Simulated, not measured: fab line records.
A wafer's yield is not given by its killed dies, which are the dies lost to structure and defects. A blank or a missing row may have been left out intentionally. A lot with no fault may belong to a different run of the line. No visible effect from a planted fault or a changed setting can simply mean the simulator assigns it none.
The same fault as seen by 2 desks :: flow gf180mcu :: numbers are kept per desk, each desk with only its own; the story behind them comes last

## FOR THE TOOL OWNER'S DESK: rieDiel-03
The tool's own readings at GF_HV_LDD_ETCHBACK_58 (etches Si3N4 in CH3F/O2, stops on SiO2, time 100 s, target depth 90 nm): means of the sampled wafers that have a number, for each lot that ran on this tool. A lot is out of limits, marked OUT, if its mean lies more than 4 standard deviations from the usual mean; the brackets give that distance.
Columns: A = chamberPressureMTorr at GF_HV_LDD_ETCHBACK_58, usual 24.999 mTorr; B = drypumpMotorCurrentA at GF_HV_LDD_ETCHBACK_58, usual 5.85 A; C = oesProductAu at GF_HV_LDD_ETCHBACK_58, usual 0.844 a.u.; D = throttleValvePct at GF_HV_LDD_ETCHBACK_58, usual 10.561 %
lot: L127
first seen here: day 13 17:16
A: 25.007
B: 5.54
C: 0.850
D: 10.567

lot: L133
first seen here: day 15 19:25
A: 25.010
B: 5.59
C: 0.843
D: 10.567

lot: L134
first seen here: day 15 23:03
A: 24.982
B: 5.58
C: 0.833
D: 10.566

lot: L136
first seen here: day 16 13:02
A: 25.023
B: 5.58
C: 0.843
D: 10.558

lot: L140
first seen here: day 17 22:46
A: 25.001
B: 5.44
C: 0.852
D: 10.560

lot: L146
first seen here: day 20 00:45
A: 24.994
B: 5.58
C: 0.840
D: 10.553

lot: L145
first seen here: day 20 03:32
A: 24.991
B: 5.56
C: 0.845
D: 10.565
Result from this desk: across the 7 lots, nothing is out of limits.

## AT THE METROLOGY DESK
Means of the sampled wafers that have a number, per lot and without regard to the tool the lot ran on: this is what the gauges read. A lot is out of limits, marked OUT, if its mean lies more than 4 standard deviations from the usual mean; the brackets give that distance.
Columns: A = PASSIVATION_BOW at GF_PASSIVATION_BOW_MEAS_14, usual 133 um
lot: L125
first seen here: day 29 13:09
A: 141

lot: L126
first seen here: day 29 19:38
A: 136

lot: L127
first seen here: day 30 04:52
A: 133

lot: L129
first seen here: day 30 16:25
A: 134

lot: L131
first seen here: day 31 12:14
A: 128

lot: L132
first seen here: day 31 15:32
A: 133

lot: L133
first seen here: day 31 23:40
A: 127

lot: L134
first seen here: day 32 01:42
A: 118

lot: L136
first seen here: day 32 13:49
A: 134

lot: L138
first seen here: day 33 05:34
A: 133

lot: L140
first seen here: day 33 16:30
A: 146

lot: L146
first seen here: day 34 22:04
A: 142

lot: L145
first seen here: day 34 22:40
A: 126
Result from this desk: across the 13 lots, nothing is out of limits.

## ALL TOGETHER
Nothing out of limits was seen by the tool owner's desk.
At the metrology desk, nothing out of limits was observed.

## WHAT THE SIMULATOR PUT IN
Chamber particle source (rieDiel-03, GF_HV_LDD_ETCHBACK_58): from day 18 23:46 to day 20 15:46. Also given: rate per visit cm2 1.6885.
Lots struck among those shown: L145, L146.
